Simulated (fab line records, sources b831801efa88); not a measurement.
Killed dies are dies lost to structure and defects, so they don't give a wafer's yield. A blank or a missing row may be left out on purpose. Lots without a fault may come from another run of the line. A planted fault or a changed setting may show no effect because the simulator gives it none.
Which tool did it? | flow sky130 | 12 lots, 36 wafers sampled, at 5 steps of a route of 708

WHAT THE GAUGES READ, wafer by wafer
SKY_FIELD_ISO_THK_MEAS_02.
lot  | measured    | on            | FIELD_ISO_OXIDATION_00_THK (nm)
L874 | day 1 17:08 | film_metro-02 | 11.9 12.1 12.1
L875 | day 1 22:55 | film_metro-01 | 12.0 11.9 12.0
L876 | day 2 03:10 | film_metro-02 | 12.3 12.5 12.3
L877 | day 2 09:11 | film_metro-01 | 11.4 11.5 11.5
L878 | day 2 12:59 | film_metro-02 | 11.8 11.9 11.9
L879 | day 2 17:38 | film_metro-03 | 12.2 11.9 12.1
L880 | day 2 23:31 | film_metro-01 | 12.3 12.4 12.5
L883 | day 3 13:38 | film_metro-01 | 11.6 11.6 11.4
L893 | day 5 17:53 | film_metro-02 | 12.0 12.0 11.8
L894 | day 5 22:20 | film_metro-03 | 12.1 11.9 11.9
L895 | day 6 03:04 | film_metro-02 | 11.8 11.7 11.8
L896 | day 6 06:38 | film_metro-01 | 12.2 12.4 12.2

SKY_DNWELL_TW_MEAS_09.
lot  | measured    | on            | DNWELL_TW
L874 | day 3 07:27 | film_metro-02 | 1113 1109 1112
L875 | day 3 13:02 | film_metro-04 | 1136 1138 1144
L876 | day 3 20:13 | film_metro-01 | 1129 1127 1123
L877 | day 4 01:19 | film_metro-02 | 1118 1120 1112
L878 | day 4 07:15 | film_metro-01 | 1125 1125 1123
L879 | day 4 13:14 | film_metro-01 | 1132 1130 1130
L880 | day 4 21:26 | film_metro-01 | 1122 1118 1121
L883 | day 5 10:59 | film_metro-01 | 1119 1120 1122
L893 | day 7 17:11 | film_metro-01 | 1115 1118 1125
L894 | day 7 22:50 | film_metro-04 | 1142 1131 1144
L895 | day 8 10:14 | film_metro-04 | 1142 1149 1145
L896 | day 8 09:40 | film_metro-02 | 1116 1118 1113

WHICH TOOL RAN EACH LOT (tool, then ch and the chambers of the sampled wafers, then the start)
lot  | SKY_FIELD_ISO_ETCH_14             | SKY_DNWELL_COAT_02               | SKY_DNWELL_STRIP_08
L874 | rie_diel-03 ch 1,2, day 2 09:26   | litho_track-01 ch 0, day 2 23:30 | plasma_asher-04 ch 0,1, day 3 07:21
L875 | rie_diel-01 ch 0,3, day 2 14:55   | litho_track-01 ch 0, day 3 04:01 | plasma_asher-04 ch 0,1, day 3 12:57
L876 | rie_diel-03 ch 1,2,3, day 2 20:01 | litho_track-04 ch 0, day 3 11:16 | plasma_asher-01 ch 0,1, day 3 20:07
L877 | rie_diel-01 ch 0,1,3, day 3 03:13 | litho_track-04 ch 0, day 3 16:47 | plasma_asher-01 ch 0,1, day 4 01:12
L878 | rie_diel-04 ch 2,3, day 3 08:14   | litho_track-02 ch 0, day 3 22:44 | plasma_asher-04 ch 0,1, day 4 07:10
L879 | rie_diel-03 ch 1,2,3, day 3 12:44 | litho_track-04 ch 0, day 4 04:34 | plasma_asher-02 ch 0,1, day 4 13:08
L880 | rie_diel-01 ch 0,3, day 3 18:50   | litho_track-01 ch 0, day 4 12:34 | plasma_asher-01 ch 0,1, day 4 21:21
L883 | rie_diel-04 ch 0,1,2, day 4 08:38 | litho_track-04 ch 0, day 5 01:50 | plasma_asher-04 ch 0,1, day 5 10:53
L893 | rie_diel-04 ch 0,3, day 6 14:59   | litho_track-04 ch 0, day 7 06:31 | plasma_asher-02 ch 0,1, day 7 17:05
L894 | rie_diel-04 ch 0,1, day 6 20:04   | litho_track-01 ch 0, day 7 13:21 | plasma_asher-02 ch 0,1, day 7 22:43
L895 | rie_diel-04 ch 0,1,3, day 7 01:10 | litho_track-01 ch 0, day 7 23:13 | plasma_asher-04 ch 0,1, day 8 10:08
L896 | rie_diel-04 ch 1,3, day 7 03:49   | litho_track-02 ch 0, day 7 23:03 | plasma_asher-02 ch 1, day 8 09:34
- SKY_FIELD_ISO_ETCH_14: etches BARC in N2/H2, stops on SiO2, time 45.9 s, target depth 60 nm.
- SKY_DNWELL_COAT_02: resist thk 2942 nm.
- SKY_DNWELL_STRIP_08: strips in O2/N2.

WHAT THE TOOLS THEMSELVES READ (means of the sampled wafers that have a number; where no wafer has one, the mark that the record gives instead)
SKY_FIELD_ISO_ETCH_14.
lot  | tool        | drypump_motor_current_A (A) | n2_flow_sccm (sccm) | oes_product_au (a.u.) | throttle_valve_pct (%)
L874 | rie_diel-03 | 6.1                         | 100.1               | 0.852                 | 13.221
L875 | rie_diel-01 | 5.8                         | 100.0               | 0.852                 | 13.218
L876 | rie_diel-03 | 5.9                         | 99.8                | 0.851                 | 13.230
L877 | rie_diel-01 | 5.5                         | 99.8                | 0.857                 | 13.220
L878 | rie_diel-04 | 5.0                         | 100.0               | 0.850                 | 13.215
L879 | rie_diel-03 | 5.9                         | 99.8                | 0.855                 | 13.231
L880 | rie_diel-01 | 5.6                         | 99.8                | 0.851                 | 13.221
L883 | rie_diel-04 | 5.4                         | 100.2               | 0.852                 | 13.227
L893 | rie_diel-04 | 5.4                         | 100.2               | 0.861                 | 13.230
L894 | rie_diel-04 | 5.8                         | 100.2               | 0.850                 | 13.231
L895 | rie_diel-04 | 5.5                         | 99.9                | 0.854                 | 13.226
L896 | rie_diel-04 | 5.4                         | 99.9                | 0.857                 | 13.221

SKY_DNWELL_COAT_02.
lot  | tool           | spin_speed_rpm (rpm)
L874 | litho_track-01 | 2001.3
L875 | litho_track-01 | 1999.8
L876 | litho_track-04 | 1997.3
L877 | litho_track-04 | 2000.5
L878 | litho_track-02 | 2000.7
L879 | litho_track-04 | 1999.4
L880 | litho_track-01 | 1999.9
L883 | litho_track-04 | 2001.4
L893 | litho_track-04 | 2000.6
L894 | litho_track-01 | 1815.1
L895 | litho_track-01 | 1814.6
L896 | litho_track-02 | 1999.6

SKY_DNWELL_STRIP_08.
lot  | tool            | drypump_motor_current_A (A) | n2_flow_sccm (sccm) | oes_product_au (a.u.) | strip_time_to_endpoint_s (s)
L874 | plasma_asher-04 | 5.6                         | 299.5               | 0.723                 | 36.19
L875 | plasma_asher-04 | 5.7                         | 299.2               | 0.723                 | 36.20
L876 | plasma_asher-01 | 6.3                         | 299.1               | 0.722                 | 36.30
L877 | plasma_asher-01 | 6.3                         | 299.9               | 0.725                 | 36.30
L878 | plasma_asher-04 | 5.6                         | 300.6               | 0.718                 | 36.42
L879 | plasma_asher-02 | 5.8                         | 300.6               | 0.717                 | 36.14
L880 | plasma_asher-01 | 6.2                         | 299.0               | 0.721                 | 36.18
L883 | plasma_asher-04 | 5.6                         | 300.1               | 0.728                 | 36.16
L893 | plasma_asher-02 | 5.8                         | 299.1               | 0.719                 | 36.35
L894 | plasma_asher-02 | 5.5                         | 299.9               | 0.729                 | 37.94
L895 | plasma_asher-04 | 5.6                         | 300.1               | 0.723                 | 37.94
L896 | plasma_asher-02 | 6.1                         | 299.9               | 0.721                 | 36.24

THE ANSWER, worked out from the rows above alone
Rule: what is usual is taken from the lots themselves. Put in order of their means at a reading, lots are off if they are a third of the lots or fewer, leave a main group of 4 or more, and stand apart from it by a gap of 3 or more times the standard deviation of the main group's means; of several such gaps the widest counts. A main group whose means are all the same, to the digits that the tables above print for the reading, isn't used. A lot without any number at a reading at which 4 lots or more have one is off too. The other lots that the step has rows for count as sound. The gauges are gone through in route order, then the tools' own readings, and for those a lot's mean is taken as printed above. The first step at which some lot is off is used, and at that step the reading that is off furthest; a lot without a number counts as furthest.
Off: L894, L895, at SKY_DNWELL_COAT_02 (spin_speed_rpm). The main group: mean 2000.0 rpm, standard deviation 1.1.
A tool fits if, at that step or a process step before it, it ran every lot that is off, and no sound lot after the first of them. One fits: litho_track-01 at SKY_DNWELL_COAT_02. Its last sound lot is L880 (day 4 12:34), its first lot that is off L894 (day 7 13:21): a fault that began between those two fits.
The tool's own readings at SKY_DNWELL_COAT_02 bear it out: on the lots that are off they differ by more than 5 times the standard deviation of the sound lots' means. spin_speed_rpm reads 1814.8 rpm there against 2000.0 rpm on the sound lots.

WHAT THE SIMULATOR HAD PUT IN
Process parameter drift: litho_track-01, from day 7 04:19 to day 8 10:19, at SKY_DNWELL_COAT_02. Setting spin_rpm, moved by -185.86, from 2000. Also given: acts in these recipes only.
Lots struck among those shown: L894, L895. The rule above found the same.
